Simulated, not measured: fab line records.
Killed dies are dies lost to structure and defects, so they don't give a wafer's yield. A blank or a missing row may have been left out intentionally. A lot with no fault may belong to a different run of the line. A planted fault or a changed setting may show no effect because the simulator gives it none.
One fault through the eyes of 2 desks    flow gf180mcu    what lay behind the numbers comes last; until then each desk has only its own

## FROM THE METROLOGY DESK
Lot by lot, what the gauges showed, no matter which tool ran the lot: averages of those sampled wafers that carry a number. A lot is out of limits, marked OUT, if its mean lies more than 4 standard deviations from the usual mean; the brackets give that distance.
Columns: A = cd_nm at GF_HV_LDD_CD_MEAS_19, usual 399.7 nm; B = CONTACT_OVL at GF_CONTACT_OVL_MEAS_15, usual 4 nm
lot   first seen here  A      B
L679  day 10 19:14     397.3  4
L680  day 11 00:52     398.8  8
L681  day 11 07:26     399.6  7
L682  day 11 21:42     399.5  -1
L683  day 12 02:47     403.7  5
L684  day 12 07:49     400.0  2
L687  day 13 13:39     398.9  9
L695  day 15 20:07     402.0  6
L698  day 16 18:23     399.5  7
L699  day 17 01:46     401.5  8
L700  day 17 11:08     397.4  1
L701  day 17 20:32     398.4  2
L702  day 18 02:13     401.8  9
This desk found nothing out of limits on any of the 13 lots.

## THE TOOL OWNER'S DESK: lpcvd-01
The tool's own readings at GF_HV_LDD_CVD_56 (deposits Si3N4 from DCS/NH3, target thk 90 nm, time 1543 s): means of the sampled wafers that have a number, for each lot that ran on this tool. A lot is out of limits, marked OUT, if its mean lies more than 4 standard deviations from the usual mean; the brackets give that distance.
Columns: A = spike_tc_centre_C at GF_HV_LDD_CVD_56, usual 770.5 C; B = spike_tc_top_C at GF_HV_LDD_CVD_56, usual 783.3 C; C = spike_tc_upper_C at GF_HV_LDD_CVD_56, usual 769.5 C; D = susceptor_temp_C at GF_HV_LDD_CVD_56, usual 770.0 C; E = zone_power_centre_pct at GF_HV_LDD_CVD_56, usual 14.3 %; F = zone_power_top_pct at GF_HV_LDD_CVD_56, usual 27.5 %; G = zone_power_upper_pct at GF_HV_LDD_CVD_56, usual 14.1 %
lot   first seen here  A                 B                 C                D      E                F                G
L679  day 12 10:40     769.6             783.1             770.1            770.4  15.2             25.2             13.4
L680  day 12 17:53     768.5             782.0             769.1            769.7  13.0             27.0             16.5
L682  day 13 15:56     768.7             782.1             768.1            769.9  13.2             27.0             16.7
L683  day 13 21:19     769.9             784.9             769.8            770.0  15.2             25.2             13.4
L687  day 15 09:12     777.1 (+5.1) OUT  793.8 (+7.0) OUT  711.5 (-39) OUT  770.0  23.7 (+7.9) OUT  35.1 (+5.1) OUT  0.0 (-10) OUT
L700  day 19 13:31     769.2             783.4             769.1            769.8  15.2             25.4             13.4
Finding of this desk: L687 out of limits; the first was L687 at day 15 09:12, on spike_tc_centre_C at GF_HV_LDD_CVD_56. In limits: L679, L680, L682, L683, L700.

## BROUGHT TOGETHER
At day 15 09:12, on L687, the tool owner's desk was in a position to raise an alarm.
At the metrology desk, nothing out of limits was observed.
The metrology desk has L687 on record, within its limits.
The lots listed all ran GF_HV_LDD_CVD_56 on lpcvd-01.

## WHAT THE SIMULATOR HAD PUT IN
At GF_HV_LDD_CVD_56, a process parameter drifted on lpcvd-01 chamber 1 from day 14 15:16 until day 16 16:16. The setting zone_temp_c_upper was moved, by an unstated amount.
Lots struck among those shown: L687.
Time in hours from fault onset to the first out-of-limits reading at each desk: the tool owner's desk, 18.
